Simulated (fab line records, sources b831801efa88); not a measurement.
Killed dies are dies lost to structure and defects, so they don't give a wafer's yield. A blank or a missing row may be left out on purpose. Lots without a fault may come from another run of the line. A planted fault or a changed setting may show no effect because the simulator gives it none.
Which tool did it? | flow gf180mcu | 24 lots, 72 wafers sampled, at 6 steps of a route of 602

WHAT THE GAUGES READ, wafer by wafer
GF_M1_OVL_MEAS_15.
lot  | measured     | on         | M1_OVL (nm)
L074 | day 17 06:13 | overlay-01 | -6 0 2
L075 | day 17 11:53 | overlay-01 | 1 2 -6
L076 | day 17 21:25 | overlay-01 | -4 0 -6
L077 | day 18 06:55 | overlay-02 | 3 3 -2
L078 | day 18 18:23 | overlay-01 | -1 -5 -4
L079 | day 19 04:04 | overlay-02 | 4 5 5
L080 | day 19 06:46 | overlay-01 | 2 4 3
L081 | day 19 21:40 | overlay-01 | -3 1 -6
L082 | day 20 06:41 | overlay-02 | -4 -3 -1
L083 | day 20 12:04 | overlay-02 | 12 3 11
L084 | day 20 18:47 | overlay-01 | 4 6 8
L085 | day 21 03:34 | overlay-02 | 0 11 4
L086 | day 21 14:50 | overlay-01 | -13 -13 -8
L087 | day 21 23:46 | overlay-02 | 5 2 7
L088 | day 22 07:55 | overlay-02 | 1 7 3
L089 | day 22 14:43 | overlay-01 | -8 -3 -1
L090 | day 23 04:49 | overlay-02 | 11 5 5
L091 | day 23 12:41 | overlay-02 | -5 -5 -8
L092 | day 23 15:26 | overlay-02 | -1 -2 0
L093 | day 24 00:59 | overlay-02 | 7 6 0
L094 | day 24 06:50 | overlay-01 | 11 8 7
L095 | day 24 15:54 | overlay-01 | 6 10 7
L096 | day 25 00:49 | overlay-01 | 2 2 3
L097 | day 25 03:26 | overlay-02 | 4 1 3

GF_M3_OVL_MEAS_15.
lot  | measured     | on         | M3_OVL (nm)
L074 | day 21 13:35 | overlay-02 | -8 -7 -4
L075 | day 21 19:35 | overlay-02 | -2 -1 -2
L076 | day 22 02:47 | overlay-02 | 0 0 1
L077 | day 22 12:47 | overlay-02 | -5 -8 -13
L078 | day 22 23:47 | overlay-01 | -12 -7 -21
L079 | day 23 09:25 | overlay-02 | -3 -3 2
L080 | day 23 11:19 | overlay-01 | -7 -3 -3
L081 | day 24 02:32 | overlay-02 | -2 3 1
L082 | day 24 10:13 | overlay-02 | 7 0 2
L083 | day 24 14:53 | overlay-01 | 5 3 10
L084 | day 24 20:29 | overlay-02 | -5 -1 -5
L085 | day 25 05:58 | overlay-01 | 0 0 -5
L086 | day 25 15:47 | overlay-01 | -1 -3 -1
L087 | day 25 22:43 | overlay-02 | -5 -3 4
L088 | day 26 06:34 | overlay-01 | -11 -19 -18
L089 | day 26 12:40 | overlay-02 | -1 -5 -8
L090 | day 27 02:40 | overlay-01 | -1 -5 -4
L091 | day 27 08:01 | overlay-01 | 1 -2 4
L092 | day 27 11:34 | overlay-01 | 1 -3 -7
L093 | day 27 20:36 | overlay-02 | -2 -7 4
L094 | day 28 02:46 | overlay-02 | -9 -8 -5
L095 | day 28 09:01 | overlay-01 | 3 7 6
L096 | day 28 17:01 | overlay-02 | 3 2 -1
L097 | day 28 19:29 | overlay-02 | 1 5 -4

GF_V3_THK_MEAS_03.
lot  | measured     | on            | V3_CVD_02_THK (nm)
L074 | day 21 14:32 | film_metro-01 | 835 847 864
L075 | day 21 20:29 | film_metro-01 | 842 851 848
L076 | day 22 03:43 | film_metro-03 | 849 858 862
L077 | day 22 13:41 | film_metro-02 | 817 826 837
L078 | day 23 00:43 | film_metro-01 | 834 854 849
L079 | day 23 10:29 | film_metro-01 | 842 849 859
L080 | day 23 12:14 | film_metro-03 | 850 836 871
L081 | day 24 03:33 | film_metro-03 | 842 849 865
L082 | day 24 11:14 | film_metro-03 | 851 848 847
L083 | day 24 15:47 | film_metro-02 | 830 830 835
L084 | day 24 21:23 | film_metro-01 | 844 851 853
L085 | day 25 06:54 | film_metro-02 | 850 857 854
L086 | day 25 16:53 | film_metro-01 | 861 860 871
L087 | day 25 23:39 | film_metro-03 | 844 852 863
L088 | day 26 07:30 | film_metro-01 | 848 845 871
L089 | day 26 13:34 | film_metro-02 | 852 822 864
L090 | day 27 03:44 | film_metro-03 | 850 837 862
L091 | day 27 09:08 | film_metro-03 | 841 820 831
L092 | day 27 12:40 | film_metro-03 | 824 837 832
L093 | day 27 21:31 | film_metro-02 | 861 841 858
L094 | day 28 03:40 | film_metro-02 | 848 845 850
L095 | day 28 09:55 | film_metro-01 | 830 827 847
L096 | day 28 17:56 | film_metro-02 | 832 826 847
L097 | day 28 20:23 | film_metro-01 | 831 844 859

WHICH TOOL RAN EACH LOT (tool, then ch and the chambers of the sampled wafers, then the start)
lot  | GF_VT_IMPLANT_STRIP_42               | GF_SALICIDE_RTA_06               | GF_M2_METAL_ETCH_16
L074 | plasma_asher-03 ch 0,1, day 7 14:29  | rtp_anneal-01 ch 0, day 15 07:09 | rie_metal-04 ch 0, day 19 09:21
L075 | plasma_asher-03 ch 1, day 7 19:35    | rtp_anneal-02 ch 0, day 15 12:32 | rie_metal-04 ch 0,1, day 19 16:01
L076 | plasma_asher-01 ch 0,1, day 8 02:57  | rtp_anneal-01 ch 0, day 15 20:12 | rie_metal-04 ch 0,1, day 20 00:36
L077 | plasma_asher-03 ch 0,1, day 8 10:03  | rtp_anneal-02 ch 0, day 16 06:24 | rie_metal-04 ch 0,1, day 20 10:04
L078 | plasma_asher-04 ch 0,1, day 8 16:17  | rtp_anneal-02 ch 0, day 16 16:39 | rie_metal-04 ch 0,1, day 20 21:49
L079 | plasma_asher-03 ch 0,1, day 8 21:17  | rtp_anneal-01 ch 0, day 17 01:37 | rie_metal-03 ch 1, day 21 07:59
L080 | plasma_asher-01 ch 0,1, day 9 03:08  | rtp_anneal-02 ch 0, day 17 04:48 | rie_metal-01 ch 0,1, day 21 09:43
L081 | plasma_asher-01 ch 0,1, day 9 13:51  | rtp_anneal-02 ch 0, day 17 18:56 | rie_metal-04 ch 0,1, day 22 01:15
L082 | plasma_asher-01 ch 0,1, day 9 19:29  | rtp_anneal-02 ch 0, day 18 03:26 | rie_metal-01 ch 0,1, day 22 09:43
L083 | plasma_asher-03 ch 1, day 10 00:20   | rtp_anneal-01 ch 0, day 18 08:47 | rie_metal-01 ch 0,1, day 22 14:49
L084 | plasma_asher-01 ch 0,1, day 10 05:26 | rtp_anneal-01 ch 0, day 18 15:51 | rie_metal-04 ch 1, day 22 21:02
L085 | plasma_asher-03 ch 0,1, day 10 12:44 | rtp_anneal-01 ch 0, day 19 00:51 | rie_metal-01 ch 1, day 23 05:49
L086 | plasma_asher-04 ch 0,1, day 10 21:35 | rtp_anneal-01 ch 0, day 19 11:20 | rie_metal-04 ch 0,1, day 23 16:27
L087 | plasma_asher-04 ch 0,1, day 11 02:21 | rtp_anneal-02 ch 0, day 19 21:01 | rie_metal-04 ch 0,1, day 24 00:42
L088 | plasma_asher-01 ch 0,1, day 11 10:35 | rtp_anneal-01 ch 0, day 20 06:02 | rie_metal-04 ch 0,1, day 24 07:49
L089 | plasma_asher-01 ch 0,1, day 11 16:20 | rtp_anneal-02 ch 0, day 20 13:23 | rie_metal-04 ch 0,1, day 24 14:57
L090 | plasma_asher-01 ch 0,1, day 12 01:11 | rtp_anneal-01 ch 0, day 21 03:50 | rie_metal-03 ch 0,1, day 25 05:40
L091 | plasma_asher-01 ch 1, day 12 09:21   | rtp_anneal-01 ch 0, day 21 12:36 | rie_metal-03 ch 0,1, day 25 11:31
L092 | plasma_asher-04 ch 0,1, day 12 13:33 | rtp_anneal-01 ch 0, day 21 14:37 | rie_metal-04 ch 0,1, day 25 14:04
L093 | plasma_asher-04 ch 0,1, day 12 22:25 | rtp_anneal-01 ch 0, day 22 01:11 | rie_metal-03 ch 0,1, day 25 23:54
L094 | plasma_asher-03 ch 1, day 13 01:32   | rtp_anneal-01 ch 0, day 22 06:40 | rie_metal-04 ch 0, day 26 05:55
L095 | plasma_asher-01 ch 0,1, day 13 08:41 | rtp_anneal-02 ch 0, day 22 15:46 | rie_metal-03 ch 0, day 26 14:01
L096 | plasma_asher-03 ch 0,1, day 13 16:41 | rtp_anneal-02 ch 0, day 22 22:17 | rie_metal-01 ch 0,1, day 26 22:34
L097 | plasma_asher-01 ch 0,1, day 13 22:49 | rtp_anneal-02 ch 0, day 23 04:58 | rie_metal-03 ch 0, day 27 01:17
- GF_VT_IMPLANT_STRIP_42: strips in O2/N2.
- GF_SALICIDE_RTA_06: time 30 s.
- GF_M2_METAL_ETCH_16: etches the open film in Cl2/BCl3, stops on SiO2, target depth 750.8 nm, time 125.1 s.

WHAT THE TOOLS THEMSELVES READ (means of the sampled wafers that have a number; where no wafer has one, the mark that the record gives instead)
GF_VT_IMPLANT_STRIP_42.
lot  | tool            | drypump_motor_current_A (A) | heater_power_w (W) | oes_product_au (a.u.) | strip_time_to_endpoint_s (s)
L074 | plasma_asher-03 | 5.8                         | 377                | 0.714                 | 12.65
L075 | plasma_asher-03 | 4.9                         | 301                | 0.715                 | 12.61
L076 | plasma_asher-01 | 5.8                         | 355                | 0.715                 | 12.57
L077 | plasma_asher-03 | 5.3                         | 345                | 0.715                 | 12.62
L078 | plasma_asher-04 | 6.3                         | 352                | 0.716                 | 12.68
L079 | plasma_asher-03 | 5.3                         | 340                | 0.717                 | 12.62
L080 | plasma_asher-01 | 5.8                         | 349                | 0.720                 | 12.67
L081 | plasma_asher-01 | 5.8                         | 354                | 0.715                 | 12.65
L082 | plasma_asher-01 | 5.8                         | 356                | 0.720                 | 12.57
L083 | plasma_asher-03 | 4.9                         | 300                | 0.716                 | 12.62
L084 | plasma_asher-01 | 5.8                         | 349                | 0.716                 | 12.62
L085 | plasma_asher-03 | 5.3                         | 333                | 0.717                 | 12.64
L086 | plasma_asher-04 | 6.4                         | 390                | 0.717                 | 12.62
L087 | plasma_asher-04 | 6.4                         | 390                | 0.718                 | 12.63
L088 | plasma_asher-01 | 5.7                         | 356                | 0.715                 | 12.66
L089 | plasma_asher-01 | 5.8                         | 352                | 0.716                 | 12.66
L090 | plasma_asher-01 | 5.7                         | 358                | 0.715                 | 12.64
L091 | plasma_asher-01 | 5.9                         | 352                | 0.717                 | 12.65
L092 | plasma_asher-04 | 6.5                         | 390                | 0.719                 | 12.65
L093 | plasma_asher-04 | 6.3                         | 352                | 0.716                 | 12.65
L094 | plasma_asher-03 | 4.9                         | 303                | 0.714                 | 12.65
L095 | plasma_asher-01 | 5.8                         | 352                | 0.717                 | 12.63
L096 | plasma_asher-03 | 5.3                         | 343                | 0.714                 | 12.61
L097 | plasma_asher-01 | 5.7                         | 357                | 0.715                 | 12.63

GF_SALICIDE_RTA_06.
lot  | tool          | lamp_power_pct (%) | wafer_temp_C_max
L074 | rtp_anneal-01 | 6.45               | 532.6
L075 | rtp_anneal-02 | 6.99               | 532.4
L076 | rtp_anneal-01 | 6.44               | 532.2
L077 | rtp_anneal-02 | 6.99               | 533.2
L078 | rtp_anneal-02 | 6.99               | 533.3
L079 | rtp_anneal-01 | 6.45               | 531.8
L080 | rtp_anneal-02 | 6.98               | 532.3
L081 | rtp_anneal-02 | 6.99               | 533.1
L082 | rtp_anneal-02 | 6.99               | 533.1
L083 | rtp_anneal-01 | 6.44               | 532.1
L084 | rtp_anneal-01 | 6.44               | 532.8
L085 | rtp_anneal-01 | 6.44               | 532.6
L086 | rtp_anneal-01 | 6.45               | 531.7
L087 | rtp_anneal-02 | 6.99               | 533.3
L088 | rtp_anneal-01 | 6.44               | 532.2
L089 | rtp_anneal-02 | 6.99               | 533.0
L090 | rtp_anneal-01 | 6.44               | 532.0
L091 | rtp_anneal-01 | 6.44               | 532.0
L092 | rtp_anneal-01 | 6.44               | 532.8
L093 | rtp_anneal-01 | 6.44               | 532.1
L094 | rtp_anneal-01 | 6.44               | 532.3
L095 | rtp_anneal-02 | 6.99               | 533.0
L096 | rtp_anneal-02 | 6.99               | 533.0
L097 | rtp_anneal-02 | 7.00               | 532.9

GF_M2_METAL_ETCH_16.
lot  | tool         | drypump_motor_current_A (A) | oes_product_au (a.u.) | throttle_valve_pct (%)
L074 | rie_metal-04 | 5.7                         | 0.981                 | 28.241
L075 | rie_metal-04 | 5.8                         | 0.985                 | 28.233
L076 | rie_metal-04 | 5.8                         | 0.992                 | 28.236
L077 | rie_metal-04 | 5.8                         | 0.983                 | 28.240
L078 | rie_metal-04 | 5.8                         | 0.993                 | 28.231
L079 | rie_metal-03 | 6.3                         | 0.994                 | 28.226
L080 | rie_metal-01 | 5.0                         | 0.996                 | 28.224
L081 | rie_metal-04 | 5.8                         | 0.985                 | 28.245
L082 | rie_metal-01 | 5.0                         | 0.994                 | 28.225
L083 | rie_metal-01 | 5.1                         | 0.993                 | 28.226
L084 | rie_metal-04 | 5.9                         | 0.995                 | 28.234
L085 | rie_metal-01 | 4.9                         | 0.991                 | 28.236
L086 | rie_metal-04 | 5.7                         | 0.996                 | 28.227
L087 | rie_metal-04 | 5.8                         | 0.997                 | 28.227
L088 | rie_metal-04 | 5.8                         | 0.988                 | 28.226
L089 | rie_metal-04 | 5.8                         | 0.988                 | 28.223
L090 | rie_metal-03 | 6.0                         | 0.993                 | 28.224
L091 | rie_metal-03 | 6.2                         | 0.987                 | 28.220
L092 | rie_metal-04 | 5.7                         | 0.995                 | 28.222
L093 | rie_metal-03 | 6.2                         | 0.994                 | 28.233
L094 | rie_metal-04 | 5.6                         | 0.992                 | 28.227
L095 | rie_metal-03 | 5.8                         | 0.989                 | 28.236
L096 | rie_metal-01 | 5.0                         | 0.990                 | 28.229
L097 | rie_metal-03 | 5.8                         | 0.994                 | 28.226

THE ANSWER, worked out from the rows above alone
Rule: what is usual is taken from the lots themselves. Put in order of their means at a reading, lots are off if they are a third of the lots or fewer, leave a main group of 4 or more, and stand apart from it by a gap of 3 or more times the standard deviation of the main group's means; of several such gaps the widest counts. A main group whose means are all the same, to the digits that the tables above print for the reading, isn't used. A lot without any number at a reading at which 4 lots or more have one is off too. The other lots that the step has rows for count as sound. The gauges are gone through in route order, then the tools' own readings, and for those a lot's mean is taken as printed above. The first step at which some lot is off is used, and at that step the reading that is off furthest; a lot without a number counts as furthest.
No lot is off at any reading shown: from this, nothing can be told.

WHAT THE SIMULATOR HAD PUT IN
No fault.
